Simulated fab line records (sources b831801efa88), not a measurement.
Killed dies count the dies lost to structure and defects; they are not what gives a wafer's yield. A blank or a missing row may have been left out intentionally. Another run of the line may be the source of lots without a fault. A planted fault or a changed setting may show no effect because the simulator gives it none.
Which tool was responsible? | flow sky130 | 42 wafers from 14 lots sampled at 5 of the route's 708 steps

WHAT THE GAUGES SHOWED, per wafer
SKY_LOCAL_INTERCONNECT_THK_MEAS_02: measures by xrf. Usual: LOCAL_INTERCONNECT_TIN_THK gives 99.7 nm (standard deviation 1.4).
lot  | measured     | on           | LOCAL_INTERCONNECT_TIN_THK (nm) | flag
L459 | day 29 05:52 | filmMetro-03 | 97.9 99.5 99.2                  | 
L460 | day 29 15:25 | filmMetro-04 | 102.0 100.1 101.4               | 
L461 | day 30 00:00 | filmMetro-04 | 98.5 97.0 98.8                  | 
L463 | day 30 22:22 | filmMetro-03 | 97.9 98.3 100.9                 | 
L464 | day 31 03:20 | filmMetro-03 | 98.7 98.4 99.1                  | 
L465 | day 31 04:53 | filmMetro-04 | 100.1 99.5 100.3                | 
L466 | day 31 14:33 | filmMetro-04 | 100.4 104.1 99.8                | 
L467 | day 32 00:53 | filmMetro-03 | 100.9 100.4 100.6               | 
L468 | day 32 08:19 | filmMetro-03 | 101.5 102.0 99.3                | 
L469 | day 32 14:38 | filmMetro-04 | 98.8 99.6 98.9                  | 
L476 | day 34 23:29 | filmMetro-04 | 99.5 99.9 100.4                 | 
L477 | day 35 02:44 | filmMetro-02 | 98.3 99.2 98.7                  | 
L479 | day 35 14:04 | filmMetro-02 | 98.7 98.8 100.7                 | 
L482 | day 36 19:49 | filmMetro-03 | 100.7 98.4 99.1                 | 

SKY_CONTACT_RS_MEAS_25: uses a four-point probe to measure. Usual: CONTACT_W_RS gives 0.336 ohm/sq (standard deviation 0.0045).
lot  | measured     | on           | CONTACT_W_RS (ohm/sq) | flag
L459 | day 31 17:13 | filmMetro-01 | 0.335 0.337 0.337     | 
L460 | day 32 01:50 | filmMetro-01 | 0.336 0.338 0.339     | 
L461 | day 32 09:43 | filmMetro-02 | 0.337 0.334 0.335     | 
L463 | day 33 08:19 | filmMetro-02 | 0.339 0.341 0.335     | 
L464 | day 33 11:49 | filmMetro-02 | 0.336 0.338 0.342     | 
L465 | day 33 12:32 | filmMetro-02 | 0.335 0.334 0.335     | 
L466 | day 33 22:56 | filmMetro-02 | 0.332 0.334 0.329     | 
L467 | day 34 09:42 | filmMetro-02 | 0.342 0.339 0.341     | 
L468 | day 34 15:26 | filmMetro-04 | 0.328 0.336 0.328     | 
L469 | day 34 21:52 | filmMetro-02 | 0.340 0.335 0.338     | 
L476 | day 37 06:25 | filmMetro-02 | 0.333 0.341 0.338     | 
L477 | day 37 09:11 | filmMetro-02 | 0.328 0.336 0.338     | 
L479 | day 37 19:50 | filmMetro-02 | 0.334 0.335 0.328     | 
L482 | day 39 01:27 | filmMetro-04 | 0.346 0.342 0.339     | 

SKY_METAL1_OVL_MEAS_16. Usual: METAL1_OVL gives 8 nm (standard deviation 4.5).
lot  | measured     | on         | METAL1_OVL (nm) | flag
L459 | day 33 04:32 | overlay-01 | -6 -1 -4        | 
L460 | day 33 05:26 | overlay-01 | 9 8 9           | 
L461 | day 33 12:44 | overlay-01 | 5 5 3           | 
L463 | day 34 11:41 | overlay-01 | 3 5 4           | 
L464 | day 34 15:26 | overlay-01 | 12 9 10         | 
L465 | day 34 16:17 | overlay-02 | 6 7 1           | 
L466 | day 35 01:41 | overlay-02 | 12 9 10         | 
L467 | day 35 13:29 | overlay-01 | 14 6 10         | 
L468 | day 35 18:44 | overlay-02 | 7 9 9           | 
L469 | day 36 01:15 | overlay-02 | 2 9 4           | 
L476 | day 38 09:17 | overlay-01 | 2 5 -2          | 
L477 | day 38 11:38 | overlay-01 | 7 7 6           | 
L479 | day 38 21:23 | overlay-01 | -1 14 14        | 
L482 | day 40 03:14 | overlay-01 | 8 12 9          | 

SKY_VIA1_THK_MEAS_01. Usual: VIA1_HDPCVD_THK gives 1030 nm (standard deviation 11).
lot  | measured     | on           | VIA1_HDPCVD_THK (nm) | flag
L459 | day 33 05:28 | filmMetro-03 | 1023 1051 1029       | 
L460 | day 33 06:23 | filmMetro-03 | 1028 1034 1017       | 
L461 | day 33 13:41 | filmMetro-03 | 1013 1030 1012       | 
L463 | day 34 12:37 | filmMetro-02 | 1026 1029 1021       | 
L464 | day 34 16:22 | filmMetro-01 | 1028 1036 1010       | 
L465 | day 34 17:15 | filmMetro-02 | 1028 1030 1027       | 
L466 | day 35 02:37 | filmMetro-01 | 1052 1046 1034       | 
L467 | day 35 14:31 | filmMetro-01 | 1045 1045 1034       | 
L468 | day 35 19:40 | filmMetro-03 | 1033 1052 1019       | 
L469 | day 36 02:12 | filmMetro-03 | 1035 1036 1062       | 
L476 | day 38 10:13 | filmMetro-03 | 1040 1531 1049       | OFF
L477 | day 38 12:35 | filmMetro-02 | 1534 1025 1534       | OFF
L479 | day 38 22:19 | filmMetro-02 | 1033 1025 1021       | 
L482 | day 40 04:09 | filmMetro-03 | 1022 1023 1030       | 

TOOL THAT RAN EACH LOT (tool first, then ch and the chambers of the sampled wafers, then the start)
lot  | SKY_VIA1_HDPCVD_00
L459 | hdpcvd-02 ch 0,1, day 33 05:21
L460 | hdpcvd-01 ch 0,1, day 33 06:17
L461 | hdpcvd-01 ch 0,1, day 33 13:35
L463 | hdpcvd-02 ch 0,2, day 34 12:29
L464 | hdpcvd-01 ch 0,1,2, day 34 16:15
L465 | hdpcvd-02 ch 1,2, day 34 17:08
L466 | hdpcvd-02 ch 0,1,2, day 35 02:30
L467 | hdpcvd-01 ch 0,2, day 35 14:23
L468 | hdpcvd-02 ch 0,1,2, day 35 19:32
L469 | hdpcvd-02 ch 0,1,2, day 36 02:07
L476 | hdpcvd-02 ch 0,1, day 38 10:05
L477 | hdpcvd-02 ch 0,2, day 38 12:26
L479 | hdpcvd-01 ch 0,1,2, day 38 22:11
L482 | hdpcvd-01 ch 0,1, day 40 04:02
- SKY_VIA1_HDPCVD_00: deposits SiO2, target thk 1030 nm, time 171.7 s.

WHAT THE TOOLS THEMSELVES READ (means of the sampled wafers that have a number; where no wafer has one, the mark that the record gives instead)
SKY_VIA1_HDPCVD_00. Usual: sih4FlowSccm 59.97 sccm, standard deviation 0.15; susceptorTempC 400.01 C, standard deviation 0.23.
lot  | tool      | sih4FlowSccm (sccm) | susceptorTempC (C) | flag
L459 | hdpcvd-02 | 59.97               | 400.25             | 
L460 | hdpcvd-01 | 59.90               | 400.09             | 
L461 | hdpcvd-01 | 59.93               | 399.69             | 
L463 | hdpcvd-02 | 59.92               | 399.89             | 
L464 | hdpcvd-01 | 60.00               | 400.00             | 
L465 | hdpcvd-02 | 59.97               | 400.01             | 
L466 | hdpcvd-02 | 60.07               | 400.05             | 
L467 | hdpcvd-01 | 60.05               | 399.86             | 
L468 | hdpcvd-02 | 59.89               | 399.97             | 
L469 | hdpcvd-02 | 59.85               | 399.97             | 
L476 | hdpcvd-02 | 69.97               | 400.03             | OFF
L477 | hdpcvd-02 | 80.02               | 400.30             | OFF
L479 | hdpcvd-01 | 59.90               | 399.95             | 
L482 | hdpcvd-01 | 60.10               | 399.89             | 

THE ANSWER, worked out from the rows above alone
Rule: a lot is off if the mean of its wafers that have a number lies more than 3 standard deviations from the usual mean. Also off: a lot with no number at a reading for which 4 or more lots have one. Where the step has rows for the other lots, those lots are counted as sound. First the gauges in route order, then the tools' own readings, where a lot's mean is used as printed above. The first step at which some lot is off is used, and at that step the reading that is off furthest; a lot without a number counts as furthest.
Off: L476, L477, seen at SKY_VIA1_THK_MEAS_01 (VIA1_HDPCVD_THK).
If a tool, at a process step before that reading, ran all the lots that are off and no sound lot after the first of them, it fits. Not tried: the gauges at SKY_VIA1_THK_MEAS_01; whatever is off there is also off at SKY_VIA1_HDPCVD_00, on other tools, and gauge error can't account for it. One fits: hdpcvd-02 at SKY_VIA1_HDPCVD_00. A fault onset in the window from L469 (day 36 02:07, its last sound lot) to L476 (day 38 10:05, its first lot off) fits.
The tool's own readings at SKY_VIA1_HDPCVD_00 bear it out: on the lots that are off they differ by more than 5 times the standard deviation of the sound lots' means. sih4FlowSccm reads 75.00 sccm there against 59.96 sccm on the sound lots.

WHAT THE SIMULATOR HAD PUT IN
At SKY_VIA1_HDPCVD_00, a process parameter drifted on hdpcvd-02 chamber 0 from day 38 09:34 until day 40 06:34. The setting sih4FlowSccm was moved by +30, starting from 60. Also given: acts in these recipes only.
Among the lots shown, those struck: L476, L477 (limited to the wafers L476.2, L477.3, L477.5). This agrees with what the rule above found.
